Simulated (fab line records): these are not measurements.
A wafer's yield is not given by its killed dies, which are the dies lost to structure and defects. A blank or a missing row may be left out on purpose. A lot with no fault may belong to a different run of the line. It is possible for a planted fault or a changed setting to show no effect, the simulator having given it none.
Which of the tools did it?    flow gf180mcu    24 lots with 72 wafers sampled at 5 steps, on a route of 602 steps

## WHAT THE GAUGES SHOWED, per wafer
GF_CONTACT_BOW_MEAS_05. Usual: CONTACT_BOW gives 64 um (standard deviation 6.6).
lot   measured      on             CONTACT_BOW (um)  flag
L074  day 14 22:55  film metro-02  68 64 75          
L075  day 15 08:26  film metro-01  56 69 60          
L076  day 15 18:22  film metro-01  71 57 66          
L077  day 16 06:25  film metro-03  68 67 79          
L078  day 16 15:32  film metro-03  63 58 48          
L079  day 17 06:36  film metro-03  60 55 83          
L080  day 17 14:59  film metro-01  63 60 58          
L081  day 17 22:31  film metro-01  64 73 70          
L082  day 18 14:53  film metro-03  76 73 57          
L083  day 18 23:13  film metro-02  64 67 56          
L084  day 19 00:28  film metro-02  69 68 57          
L085  day 19 04:58  film metro-01  71 63 64          
L086  day 19 13:26  film metro-01  63 63 56          
L087  day 19 22:44  film metro-01  63 63 62          
L088  day 20 12:03  film metro-01  70 65 67          
L089  day 20 16:47  film metro-03  67 62 68          
L090  day 20 22:58  film metro-01  56 73 58          
L091  day 21 06:05  film metro-02  63 68 62          
L092  day 21 15:52  film metro-03  71 66 68          
L093  day 22 00:14  film metro-03  60 67 66          
L094  day 22 05:59  film metro-01  59 66 68          
L095  day 22 22:47  film metro-03  72 63 65          
L096  day 23 03:59  film metro-03  56 50 59          
L097  day 23 08:54  film metro-02  63 65 67          

GF_M1_CD_MEAS_14: target cd 230 nm. Usual: cd nm reads 230.1 nm (standard deviation 1.1).
lot   measured      on         cd nm (nm)         flag
L074  day 16 20:30  cd sem-02  227.8 228.2 229.3  
L075  day 17 06:53  cd sem-01  230.9 231.5 231.0  
L076  day 17 16:23  cd sem-02  229.2 230.5 230.1  
L077  day 18 06:36  cd sem-02  230.4 229.1 229.3  
L078  day 18 16:22  cd sem-01  229.4 230.6 231.6  
L079  day 19 07:29  cd sem-02  230.7 229.4 228.9  
L080  day 19 17:30  cd sem-01  229.5 231.1 230.4  
L081  day 20 00:47  cd sem-02  230.0 230.3 230.0  
L082  day 20 17:25  cd sem-02  232.7 231.3 230.6  
L083  day 21 01:16  cd sem-01  228.7 227.4 228.2  
L084  day 21 02:10  cd sem-02  229.0 229.4 228.7  
L085  day 21 08:33  cd sem-02  230.5 230.6 229.7  
L086  day 21 15:02  cd sem-01  229.2 229.4 230.2  
L087  day 22 00:22  cd sem-02  231.1 231.5 231.2  
L088  day 22 13:06  cd sem-02  228.6 228.4 228.1  
L089  day 22 18:15  cd sem-02  230.8 231.1 229.8  
L090  day 23 00:50  cd sem-02  232.0 231.2 230.5  
L091  day 23 06:35  cd sem-02  229.8 229.5 230.8  
L092  day 23 15:37  cd sem-02  230.4 231.4 229.9  
L093  day 24 01:11  cd sem-02  228.7 229.0 228.9  
L094  day 24 05:58  cd sem-02  230.8 230.6 230.1  
L095  day 25 02:04  cd sem-02  232.0 232.6 231.9  
L096  day 25 02:13  cd sem-02  230.0 229.9 229.3  
L097  day 25 07:09  cd sem-02  230.6 229.9 231.2  

## WHAT TOOL EACH LOT RAN ON (gives the tool, then ch and the chambers of the sampled wafers, and finally the start)
lot   GF_HV_LDD_ETCHBACK_58               GF_SALICIDE_RTA_06                GF_M1_SPUTTER_00
L074  rie diel-03 ch 1,2, day 12 07:47    rtp anneal-01 ch 0, day 14 22:00  pvd sputter-01, day 15 22:00
L075  rie diel-02 ch 0,3, day 12 16:03    rtp anneal-02 ch 0, day 15 07:36  pvd sputter-01, day 16 07:45
L076  rie diel-02 ch 1,3, day 13 01:00    rtp anneal-02 ch 0, day 15 17:32  pvd sputter-02, day 16 17:31
L077  rie diel-01 ch 0,2,3, day 13 12:17  rtp anneal-02 ch 0, day 16 05:36  pvd sputter-01, day 17 06:37
L078  rie diel-02 ch 0,2, day 13 21:43    rtp anneal-01 ch 0, day 16 14:43  pvd sputter-03, day 17 16:23
L079  rie diel-03 ch 1,3, day 14 10:32    rtp anneal-01 ch 0, day 17 05:46  pvd sputter-03, day 18 07:13
L080  rie diel-03 ch 0,2,3, day 14 18:03  rtp anneal-02 ch 0, day 17 14:10  pvd sputter-01, day 18 16:42
L081  rie diel-01 ch 0,1,3, day 14 23:37  rtp anneal-01 ch 0, day 17 21:41  pvd sputter-03, day 19 00:16
L082  rie diel-01 ch 0,1,3, day 15 15:02  rtp anneal-02 ch 0, day 18 14:04  pvd sputter-01, day 19 16:39
L083  rie diel-01 ch 1,2, day 15 23:29    rtp anneal-02 ch 0, day 18 22:23  pvd sputter-01, day 20 01:21
L084  rie diel-01 ch 1,2,3, day 16 01:14  rtp anneal-02 ch 0, day 18 23:38  pvd sputter-02, day 20 01:42
L085  rie diel-01 ch 1,2,3, day 16 04:26  rtp anneal-01 ch 0, day 19 04:08  pvd sputter-03, day 20 07:16
L086  rie diel-01 ch 1,3, day 16 12:38    rtp anneal-02 ch 0, day 19 12:37  pvd sputter-02, day 20 14:52
L087  rie diel-01 ch 1,2, day 16 20:23    rtp anneal-02 ch 0, day 19 21:54  pvd sputter-01, day 21 00:08
L088  rie diel-01 ch 1,2, day 17 07:46    rtp anneal-02 ch 0, day 20 10:56  pvd sputter-01, day 21 12:58
L089  rie diel-03 ch 0,2, day 17 13:55    rtp anneal-02 ch 0, day 20 15:58  pvd sputter-01, day 21 18:24
L090  rie diel-02 ch 0,1, day 17 19:47    rtp anneal-02 ch 0, day 20 22:08  pvd sputter-01, day 22 00:11
L091  rie diel-02 ch 1,2,3, day 18 02:40  rtp anneal-01 ch 0, day 21 05:16  pvd sputter-02, day 22 07:27
L092  rie diel-03 ch 0,1,3, day 18 13:39  rtp anneal-02 ch 0, day 21 15:02  pvd sputter-02, day 22 16:40
L093  rie diel-01 ch 0,1,3, day 18 21:05  rtp anneal-02 ch 0, day 21 23:24  pvd sputter-01, day 23 02:08
L094  rie diel-02 ch 0,1,2, day 19 03:32  rtp anneal-01 ch 0, day 22 05:09  pvd sputter-03, day 23 06:31
L095  rie diel-02 ch 1,2, day 19 20:17    rtp anneal-01 ch 0, day 22 21:58  pvd sputter-03, day 23 22:59
L096  rie diel-03 ch 0,1, day 20 03:02    rtp anneal-02 ch 0, day 23 03:09  pvd sputter-01, day 24 03:39
L097  rie diel-03 ch 1,2,3, day 20 08:03  rtp anneal-01 ch 0, day 23 08:04  pvd sputter-03, day 24 09:12
- GF_HV_LDD_ETCHBACK_58: etches Si3N4 in CH3F/O2, stops on SiO2, time 100 s, target depth 90 nm.
- GF_SALICIDE_RTA_06: time 30 s.
- GF_M1_SPUTTER_00: material Ti, target thk 37.5 nm, time 150 s.

## AS READ BY THE TOOLS THEMSELVES (means over the sampled wafers that have a number; for cases with no such wafer, the mark the record gives instead)
GF_HV_LDD_ETCHBACK_58. Usual: drypump motor current A 5.8 A, standard deviation 0.54; oes product au 0.842 a.u., standard deviation 0.0067; throttle valve pct 10.560 %, standard deviation 0.0089.
lot   tool         drypump motor current A (A)  oes product au (a.u.)  throttle valve pct (%)  flag
L074  rie diel-03  6.3                          0.838                  10.560                  
L075  rie diel-02  5.3                          0.835                  10.561                  
L076  rie diel-02  5.5                          0.843                  10.555                  
L077  rie diel-01  6.2                          0.851                  10.560                  
L078  rie diel-02  5.5                          0.841                  10.558                  
L079  rie diel-03  6.4                          0.844                  10.556                  
L080  rie diel-03  5.9                          0.839                  10.547                  
L081  rie diel-01  5.7                          0.848                  10.552                  
L082  rie diel-01  5.7                          0.846                  10.561                  
L083  rie diel-01  5.8                          0.835                  10.571                  
L084  rie diel-01  5.7                          0.847                  10.558                  
L085  rie diel-01  5.7                          0.841                  10.553                  
L086  rie diel-01  5.2                          0.839                  10.564                  
L087  rie diel-01  5.3                          0.836                  10.560                  
L088  rie diel-01  5.7                          0.850                  10.570                  
L089  rie diel-03  5.9                          0.837                  10.555                  
L090  rie diel-02  6.0                          0.845                  10.560                  
L091  rie diel-02  5.6                          0.840                  10.560                  
L092  rie diel-03  6.0                          0.837                  10.559                  
L093  rie diel-01  5.7                          0.841                  10.564                  
L094  rie diel-02  5.7                          0.830                  10.566                  
L095  rie diel-02  5.6                          0.839                  10.554                  
L096  rie diel-03  5.8                          0.845                  10.559                  
L097  rie diel-03  6.3                          0.847                  10.561                  

GF_SALICIDE_RTA_06. Usual: anneal temp c max 532.7, standard deviation 1.3; chamber o2 ppm 1.997, standard deviation 0.022; lamp power pct 6.6 %, standard deviation 0.55; wafer_temp_C_max 533.1, standard deviation 0.61.
lot   tool           anneal temp c max  chamber o2 ppm  lamp power pct (%)  wafer_temp_C_max  flag
L074  rtp anneal-01  534.3              2.021           5.9                 533.2             
L075  rtp anneal-02  531.5              1.988           7.0                 533.0             
L076  rtp anneal-02  532.0              1.992           7.0                 532.9             
L077  rtp anneal-02  531.4              1.995           7.0                 532.5             
L078  rtp anneal-01  533.6              1.991           5.9                 532.8             
L079  rtp anneal-01  534.3              1.983           5.9                 532.9             
L080  rtp anneal-02  531.6              1.980           7.0                 533.5             
L081  rtp anneal-01  533.5              2.037           5.9                 534.0             
L082  rtp anneal-02  532.3              1.986           7.0                 532.7             
L083  rtp anneal-02  531.9              2.005           7.0                 533.2             
L084  rtp anneal-02  532.0              1.991           7.0                 532.6             
L085  rtp anneal-01  534.1              1.996           5.9                 533.5             
L086  rtp anneal-02  532.0              1.998           7.0                 533.7             
L087  rtp anneal-02  532.0              2.001           7.0                 533.0             
L088  rtp anneal-02  531.2              2.004           7.0                 532.7             
L089  rtp anneal-02  531.8              1.988           7.0                 533.0             
L090  rtp anneal-02  531.7              1.982           7.0                 532.3             
L091  rtp anneal-01  534.7              1.999           5.9                 533.3             
L092  rtp anneal-02  531.4              1.979           7.0                 533.6             
L093  rtp anneal-02  531.7              2.003           7.0                 532.6             
L094  rtp anneal-01  534.5              2.006           5.9                 533.4             
L095  rtp anneal-01  533.8              1.995           5.9                 533.4             
L096  rtp anneal-02  532.0              1.966           7.0                 533.2             
L097  rtp anneal-01  534.0              2.007           5.9                 533.3             

GF_M1_SPUTTER_00. Usual: throttle valve pct reads 30.0 % (standard deviation 0.97).
lot   tool            throttle valve pct (%)  flag
L074  pvd sputter-01  29.9                    
L075  pvd sputter-01  30.5                    
L076  pvd sputter-02  29.9                    
L077  pvd sputter-01  29.7                    
L078  pvd sputter-03  30.2                    
L079  pvd sputter-03  29.9                    
L080  pvd sputter-01  31.0                    
L081  pvd sputter-03  29.9                    
L082  pvd sputter-01  29.8                    
L083  pvd sputter-01  30.5                    
L084  pvd sputter-02  30.6                    
L085  pvd sputter-03  30.3                    
L086  pvd sputter-02  31.3                    
L087  pvd sputter-01  30.6                    
L088  pvd sputter-01  30.1                    
L089  pvd sputter-01  30.9                    
L090  pvd sputter-01  30.4                    
L091  pvd sputter-02  31.1                    
L092  pvd sputter-02  29.7                    
L093  pvd sputter-01  30.5                    
L094  pvd sputter-03  29.3                    
L095  pvd sputter-03  30.2                    
L096  pvd sputter-01  30.2                    
L097  pvd sputter-03  29.8                    

## THE ANSWER, worked out from the rows above alone
Rule: lot off if the mean of its wafers having a number is beyond 3 standard deviations from the usual mean. Also off: a lot with no number at a reading for which 4 or more lots have one. The other lots that the step has rows for count as sound. After the gauges, taken in route order, come the tools' own readings; for these a lot's mean is taken, as printed above. At the first step where some lot is off, the reading lying furthest off is the one used; lots without a number count as furthest.
No lot is off at any reading shown: from this, nothing can be told.

## WHAT THE SIMULATOR PUT IN
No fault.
